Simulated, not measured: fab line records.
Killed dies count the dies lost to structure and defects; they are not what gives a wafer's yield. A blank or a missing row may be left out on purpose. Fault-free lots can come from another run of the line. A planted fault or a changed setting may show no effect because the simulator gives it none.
fab line records + flow sfq_line
[record]
- lots = 6
- wafers = 18
- last_day = 77
route steps=325 shown L0V@25 M0@28
lots untouched by any fault: they come from a run of this same line in which no faults occurred
start_h: hours from the record's opening day to when the first of the lot's shown wafers began + wait_h: how many hours have passed since the lot's step before this one + " same as the row above + L1.1+2: one row covering several wafers at once + - either no value or no given start + * or withheld: withheld + < > ~ a bound
route shown NAME@n: NAME is a module with steps in the file, n the number in the route of the first one + usual: mean and standard deviation over wafers with no fault + same: alike in all rows + chamber/n: place in a boat + sites: per-site readings + _std_site: the standard deviation of these + _edge_site: inner sites' mean taken away from outer sites' mean + radius_mm: for every site, how far away it sits from the centre of the wafer + mask NAME#n: copy n + behind: the most recent tool/chamber to have shaped the wafer + hold: cause of the lot's hold/its duration in hours/its outcome + device: whichever transistor did not switch (one of n, p or np) + end of line: the route-end tests of the same wafers + a step with no rows: only its recipe + killed: not the wafer's yield, but the dies lost to structure and defects at the first sort + map: dies across one wafer; x = killed, . = not, _ = none there
set.NAME: the setting that was run; set.NAME@STEP: the one run at that earlier step + model.NAME: the simulator's own value behind a step, which no gauge read
certain route steps with their lots: each step a table, each wafer a row
services: from which hour (start_h, from the record's first day; less than 0 if before it) a tool's chamber was out of use, for how many hours, and why
[[steps]]
[step SFQ_TRILAYER_L0_VIA_ETCH_VIA_ETCH_016]
[recipe]
- target = SiO2
- stop_on = MoNx_KI
- mask_material = PR
- chemistry = CHF3
- target_depth_nm = 80
- source_w = 500
- bias_w = 80
- pressure_mtorr = 30
- time_s = withheld
[usual]
- drypump_motor_current_A = 5.86/0.24
- oes_product_au = 0.844/0.0083
| lot.wafer | tool        | chamber | start_h | wait_h | drypump_motor_current_A | oes_product_au |
|-----------|-------------|---------|---------|--------|-------------------------|----------------|
| L902.3    | rie_diel-03 | 0       | 145.62  | 0.0    | 5.98                    | 0.840          |
| L902.4    | "           | 3       | "       | "      | 5.24                    | 0.848          |
| L902.5    | "           | 1       | "       | "      | 6.10                    | 0.834          |
| L906.3    | rie_diel-04 | 2       | 172.65  | 0.0    | 5.86                    | 0.848          |
| L906.4    | "           | 3       | "       | "      | 5.84                    | 0.852          |
| L906.5    | "           | 3       | "       | "      | 5.83                    | 0.858          |
| L910.2    | rie_diel-03 | 2       | 195.45  | 0.0    | 5.92                    | 0.842          |
| L910.3    | "           | 3       | "       | "      | 5.21                    | 0.843          |
| L910.6    | "           | 3       | "       | "      | 5.24                    | 0.848          |
| L911.1    | rie_diel-02 | 3       | 200.25  | 0.0    | 5.77                    | 0.843          |
| L911.5    | "           | 2       | "       | "      | 6.14                    | 0.845          |
| L911.6    | "           | 3       | "       | "      | 5.78                    | 0.846          |
| L915.1    | rie_diel-03 | 3       | 225.45  | 0.0    | 5.23                    | 0.832          |
| L915.4    | "           | 0       | "       | "      | 5.99                    | 0.851          |
| L915.6    | "           | 0       | "       | "      | 5.96                    | 0.843          |
| L918.1    | rie_diel-02 | 0       | 245.85  | 0.0    | 6.01                    | 0.836          |
| L918.3    | "           | 3       | "       | "      | 5.77                    | 0.835          |
| L918.4    | "           | 3       | "       | "      | 5.79                    | 0.834          |
[step SFQ_TRILAYER_L0_VIA_STRIP_STRIP_017]
[recipe]
- gas = O2
- power_w = 200
- platen_temp_c = 40
- overash_fraction = 0.65
- chemistry = O2
- pressure_mtorr = 50
[usual]
- drypump_motor_current_A = 5.5/0.42
- oes_product_au = 1.007/0.0083
| lot.wafer | tool         | chamber | start_h | wait_h | drypump_motor_current_A | oes_product_au | rf_hours_counter_h |
|-----------|--------------|---------|---------|--------|-------------------------|----------------|--------------------|
| L902.3    | rie_metal-04 | 0       | 146.06  | -      | 6.0                     | 1.014          | -                  |
| L902.4    | "            | 0       | "       | "      | 6.0                     | 1.015          | -                  |
| L902.5    | "            | 0       | "       | "      | 6.0                     | 1.020          | -                  |
| L906.3    | rie_metal-03 | 0       | 172.90  | -      | 5.1                     | 1.009          | -                  |
| L906.4    | "            | 1       | "       | "      | 5.3                     | 1.008          | -                  |
| L906.5    | "            | 0       | "       | "      | 5.1                     | 1.015          | -                  |
| L910.2    | rie_metal-01 | 1       | 195.50  | -      | 5.9                     | 1.011          | 12                 |
| L910.3    | "            | 1       | "       | "      | 5.9                     | 1.007          | -                  |
| L910.6    | "            | 1       | "       | "      | 5.8                     | 1.012          | -                  |
| L911.1    | rie_metal-04 | 0       | 200.30  | -      | 6.0                     | 1.014          | 128                |
| L911.5    | "            | 0       | "       | "      | 6.0                     | 1.002          | -                  |
| L911.6    | "            | 0       | "       | "      | 6.0                     | 1.007          | -                  |
| L915.1    | rie_metal-03 | 1       | 225.50  | -      | 5.3                     | 1.000          | 114                |
| L915.4    | "            | 0       | "       | "      | 5.1                     | 1.010          | -                  |
| L915.6    | "            | 1       | "       | "      | 5.3                     | 1.000          | -                  |
| L918.1    | rie_metal-01 | 1       | 245.90  | -      | 5.8                     | 1.000          | 21                 |
| L918.3    | "            | 1       | "       | "      | 5.8                     | 1.006          | -                  |
| L918.4    | "            | 0       | "       | "      | 5.0                     | 1.011          | -                  |
[step SFQ_TRILAYER_L0_VIA_STRIP_SOLV_CLEAN_018]
[recipe]
- chemistry = NMP
- temp_c = 70
- time_s = 600
[step SFQ_TRILAYER_M0_DEP_PRE_CLEAN_020]
[recipe]
- gas = Ar
- time_s = 15
- bias_v = 250
[step SFQ_TRILAYER_M0_DEP_SPUTTER_019]
[recipe]
- material = Nb
- base_pressure_pa = 1.33e-06
- chamber_pressure_pa = 0.1333
- substrate_temp_c = 20
- resputter_cathode_voltage_v = 400
- target_thk_nm = 200
- power_w = 2000
- time_s = 133.3
[usual]
- base_pressure_pa = 1.33e-06/7.9e-08
- cathode_dc_power_W = 2000.1/0.37
- throttle_valve_pct = 30.0/0.83
| lot.wafer | tool           | chamber | start_h | wait_h | base_pressure_pa | cathode_dc_power_W | throttle_valve_pct |
|-----------|----------------|---------|---------|--------|------------------|--------------------|--------------------|
| L902.3    | pvd_sputter-06 | -       | 147.06  | 0.0    | 1.27e-06         | 2000.4             | 31.2               |
| L902.4    | "              | -       | "       | "      | 1.34e-06         | 2000.0             | 29.3               |
| L902.5    | "              | -       | "       | "      | 1.48e-06         | 2000.5             | 29.2               |
| L906.3    | pvd_sputter-06 | -       | 173.67  | 0.0    | 1.28e-06         | 2000.0             | 31.2               |
| L906.4    | "              | -       | "       | "      | 1.32e-06         | 1999.8             | 29.2               |
| L906.5    | "              | -       | "       | "      | 1.48e-06         | 1999.9             | 31.1               |
| L910.2    | pvd_sputter-05 | -       | 196.30  | 0.0    | 1.24e-06         | 2000.1             | 29.3               |
| L910.3    | "              | -       | "       | "      | 1.35e-06         | 2000.6             | 30.9               |
| L910.6    | "              | -       | "       | "      | 1.41e-06         | 1999.7             | 29.5               |
| L911.1    | pvd_sputter-06 | -       | 201.70  | 0.0    | 1.34e-06         | 2000.3             | 30.6               |
| L911.5    | "              | -       | "       | "      | 1.31e-06         | 1999.6             | 30.9               |
| L911.6    | "              | -       | "       | "      | 1.32e-06         | 2000.0             | 29.4               |
| L915.1    | pvd_sputter-06 | -       | 226.47  | 0.0    | 1.46e-06         | 2000.3             | 30.7               |
| L915.4    | "              | -       | "       | "      | 1.26e-06         | 1999.8             | 29.0               |
| L915.6    | "              | -       | "       | "      | 1.31e-06         | 1999.3             | 29.0               |
| L918.1    | pvd_sputter-05 | -       | 246.70  | 0.0    | 1.31e-06         | 2000.3             | 28.4               |
| L918.3    | "              | -       | "       | "      | 1.32e-06         | 2000.5             | 30.8               |
| L918.4    | "              | -       | "       | "      | 1.23e-06         | 2000.2             | 29.7               |
[step SFQ_M0_RS_MEAS_904]
[recipe]
- thk_meas_gauge = four-point-probe
- reads = Nb_of_TRILAYER_M0_DEP_SPUTTER_019
[usual]
- M0_NB_RS = 0.889/0.013
| lot.wafer | tool          | chamber | start_h | wait_h | M0_NB_RS[ohm/sq] |
|-----------|---------------|---------|---------|--------|------------------|
| L902.3    | film_metro-03 | -       | 147.19  | 0.1    | 0.873            |
| L902.4    | "             | -       | "       | "      | 0.879            |
| L902.5    | "             | -       | "       | "      | 0.879            |
| L906.3    | film_metro-03 | -       | 173.80  | 0.1    | 0.885            |
| L906.4    | "             | -       | "       | "      | 0.882            |
| L906.5    | "             | -       | "       | "      | 0.884            |
| L910.2    | film_metro-03 | -       | 196.41  | 0.1    | 0.898            |
| L910.3    | "             | -       | "       | "      | 0.909            |
| L910.6    | "             | -       | "       | "      | 0.894            |
| L911.1    | film_metro-04 | -       | 201.79  | 0.0    | 0.887            |
| L911.5    | "             | -       | "       | "      | 0.893            |
| L911.6    | "             | -       | "       | "      | 0.878            |
| L915.1    | film_metro-01 | -       | 226.56  | 0.0    | 0.879            |
| L915.4    | "             | -       | "       | "      | 0.880            |
| L915.6    | "             | -       | "       | "      | 0.881            |
| L918.1    | film_metro-03 | -       | 246.79  | 0.0    | 0.870            |
| L918.3    | "             | -       | "       | "      | 0.911            |
| L918.4    | "             | -       | "       | "      | 0.882            |
[step SFQ_TRILAYER_M0_LITHO_COAT_026]
[recipe]
- resist = BARC
- spin_rpm = 3000
- resist_thk_nm = 62
[step SFQ_TRILAYER_M0_LITHO_COAT_021]
[recipe]
- resist = KrF
- spin_rpm = 3000
- resist_thk_nm = 600
[step SFQ_TRILAYER_M0_LITHO_SOFTBAKE_025]
[recipe]
- temp_c = withheld
- time_s = withheld
- resist = KrF
[step SFQ_TRILAYER_M0_LITHO_EXPOSE_022]
[recipe]
- mask_id = M0
- na = 0.6
- source_shape = conventional
- sigma_outer = 0.65
- target_cd_nm = 500
- dose_mj = 14.4
[step SFQ_TRILAYER_M0_LITHO_PEB_024]
[recipe]
- peb_temp_c = 115
- peb_time_s = 60
- resist = KrF
[step SFQ_TRILAYER_M0_LITHO_DEVELOP_023]
[recipe]
- time_s = 60
- resist = KrF
[usual]
- chill_plate_temp_C = 23.01/0.12
- exhaust_pa = 45.0/0.87
| lot.wafer | tool           | chamber | start_h | wait_h | chill_plate_temp_C | exhaust_pa | model.KrF_of_TRILAYER_M0_LITHO_COAT_021.thk_nm |
|-----------|----------------|---------|---------|--------|--------------------|------------|------------------------------------------------|
| L902.3    | litho_track-01 | 0       | 202.10  | 0.1    | 23.12              | 44.6       | 576.1                                          |
| L902.4    | "              | 0       | "       | "      | 23.15              | 43.2       | 574.3                                          |
| L902.5    | "              | 0       | "       | "      | 23.16              | 45.5       | 574.2                                          |
| L906.3    | litho_track-03 | 0       | 232.10  | 0.1    | 23.06              | 43.7       | 571.5                                          |
| L906.4    | "              | 0       | "       | "      | 23.07              | 43.8       | 573.5                                          |
| L906.5    | "              | 0       | "       | "      | 22.96              | 43.8       | 573.4                                          |
| L910.2    | litho_track-01 | -       | 255.63  | 0.1    | -                  | -          | 598.1                                          |
| L910.3    | "              | -       | "       | "      | -                  | -          | 598                                            |
| L910.6    | "              | -       | "       | "      | -                  | -          | 598.2                                          |
| L911.1    | litho_track-03 | -       | 260.40  | 0.1    | -                  | -          | 599.1                                          |
| L911.5    | "              | -       | "       | "      | -                  | -          | 597.5                                          |
| L911.6    | "              | -       | "       | "      | -                  | -          | 597.9                                          |
| L915.1    | litho_track-03 | 0       | 292.66  | 0.1    | 23.13              | 44.0       | 570                                            |
| L915.4    | "              | 0       | "       | "      | 22.91              | 44.6       | 572.5                                          |
| L915.6    | "              | 0       | "       | "      | 22.93              | 43.5       | 570.7                                          |
| L918.1    | litho_track-03 | 0       | 311.86  | 0.1    | 23.11              | 45.2       | 575                                            |
| L918.3    | "              | 0       | "       | "      | 22.93              | 47.1       | 575.4                                          |
| L918.4    | "              | 0       | "       | "      | 22.96              | 46.4       | 572.1                                          |
[step SFQ_M0_OVL_MEAS_906]
[usual]
- M0_OVL = -3/4.8
| lot.wafer | tool       | chamber | start_h | wait_h | M0_OVL[nm] |
|-----------|------------|---------|---------|--------|------------|
| L902.3    | overlay-01 | -       | 202.21  | 0.1    | 3          |
| L902.4    | "          | -       | "       | "      | -3         |
| L902.5    | "          | -       | "       | "      | -2         |
| L906.3    | overlay-01 | -       | 232.21  | 0.1    | 0          |
| L906.4    | "          | -       | "       | "      | -4         |
| L906.5    | "          | -       | "       | "      | 2          |
| L910.2    | overlay-01 | -       | 255.76  | 0.1    | -          |
| L910.3    | "          | -       | "       | "      | -          |
| L910.6    | "          | -       | "       | "      | -          |
| L911.1    | overlay-02 | -       | 260.55  | 0.1    | -          |
| L911.5    | "          | -       | "       | "      | -          |
| L911.6    | "          | -       | "       | "      | -          |
| L915.1    | overlay-01 | -       | 292.81  | 0.1    | -6         |
| L915.4    | "          | -       | "       | "      | -8         |
| L915.6    | "          | -       | "       | "      | -5         |
| L918.1    | overlay-01 | -       | 312.01  | 0.1    | 2          |
| L918.3    | "          | -       | "       | "      | 1          |
| L918.4    | "          | -       | "       | "      | 0          |
[[services]]
| tool           | chamber | start_h | hours | kind   |
|----------------|---------|---------|-------|--------|
| rie_diel-03    | 1       | 124.81  | 1.5   | repair |
| rie_diel-03    | 3       | 126.28  | 4.8   | repair |
| pvd_sputter-05 | -       | 130.04  | 2.9   | repair |
| rie_diel-03    | -       | 133.67  | 2.8   | pm     |
| rie_diel-03    | 0       | 136.72  | 6.3   | repair |
| rie_metal-04   | 1       | 142.19  | 118.9 | repair |
| rie_diel-02    | -       | 143.26  | 0.8   | repair |
| rie_metal-03   | -       | 144.03  | 2.8   | pm     |
| rie_diel-04    | 3       | 147.96  | 15.1  | repair |
| pvd_sputter-05 | -       | 161.31  | 1.9   | repair |
| rie_diel-02    | 0       | 175.24  | 19.9  | repair |
| pvd_sputter-06 | -       | 178.98  | 8.8   | repair |
| pvd_sputter-06 | -       | 184.28  | 2.7   | repair |
| rie_diel-04    | 1       | 191.93  | 4.2   | repair |
| rie_metal-04   | -       | 196.31  | 0.7   | repair |
| rie_diel-04    | -       | 211.37  | 0.3   | repair |
| rie_metal-03   | 1       | 248.16  | 3.8   | repair |
| rie_metal-01   | -       | 249.43  | 1.4   | repair |
| rie_diel-02    | 0       | 254.68  | 2.2   | repair |
| pvd_sputter-06 | -       | 267.53  | 1.5   | repair |
| rie_diel-03    | -       | 268.84  | 1.2   | repair |
| rie_diel-02    | 2       | 278.05  | 6.3   | repair |
| rie_metal-01   | -       | 298.66  | 1.4   | pm     |
| pvd_sputter-06 | -       | 306.56  | 7.0   | repair |
[[key]]
[first_sign]
- step = SFQ_TRILAYER_M0_LITHO_DEVELOP_023
- reading = tool_record
- direction = missing
effect none on later readings
[model_effect]
- step = SFQ_TRILAYER_M0_LITHO_DEVELOP_023
- value = KrF_of_TRILAYER_M0_LITHO_COAT_021.thk_nm
- without = 572.7
- struck = 598.1
met_at SFQ_TRILAYER_M0_LITHO_DEVELOP_023
struck_wafers L910.2,L910.3,L910.6,L911.1,L911.5,L911.6
onset_between 232.10 255.63
[fault]
- kind = skipped_step_whole
- tool = litho_track-01,litho_track-03
- chamber = -
- onset_h = 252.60
- steps = SFQ_TRILAYER_M0_LITHO_DEVELOP_023
- scope = struck_lots_only
